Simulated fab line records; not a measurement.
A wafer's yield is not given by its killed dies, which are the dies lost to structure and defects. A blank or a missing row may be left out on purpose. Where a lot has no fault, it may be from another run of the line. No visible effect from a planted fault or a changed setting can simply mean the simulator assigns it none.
Chamber matching ; flow gf180mcu ; 4 sister chambers for GF_V3_CMP_26 on cmp-01
The step polishes, stops on SiO2, t overpolish 15 s, target thk 0 nm. 8 wafers are shown with their chamber, then 7 later ones without.

WAFERS PAIRED WITH THEIR CHAMBERS
wafer;chamber;motor current A (A);time to endpoint s (s)
L109.4;0;10.6;86
L111.1;1;11.6;84
L111.4;0;11.1;84
L122.2;3;12.3;89
L122.5;2;10.9;82
L122.6;1;12.2;85
L127.1;3;12.0;91
L127.2;2;10.9;82

WAFERS WITHOUT THEIR CHAMBER
wafer;motor current A (A);time to endpoint s (s)
L127.4;12.0;84
L128.2;10.9;88
L128.5;9.9;83
L128.6;12.9;92
L126.1;12.3;87
L126.2;11.1;87
L126.5;10.9;88

EACH ONE'S CHAMBER
wafer;from the rows above;in truth
L127.4;1;1
L128.2;can't be placed: 0 or 3 or 1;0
L128.5;can't be placed: 2 or 0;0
L128.6;3;3
L126.1;can't be placed: 1 or 3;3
L126.2;can't be placed: 0 or 1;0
L126.5;can't be placed: 0 or 3 or 1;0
Placed correctly: 2 of 7. Can't be placed from these rows: 5 (the true chamber is among the candidates in 5). Wrongly placed: 0.
How it was worked out, from the rows above alone: a wafer's distance from a chamber is the root of the sum, over the readings, of the square of ((its reading less the chamber's mean) divided by the reading's scatter). If the next closest chamber is less than 2 further off than the closest, the wafer can't be placed; otherwise it belongs to the closest. Each chamber's mean is taken over the wafers shown for it. The scatter: take each reading less its chamber's mean, square it, sum over the shown wafers, divide by the number of wafers less the number of chambers, and take the root.
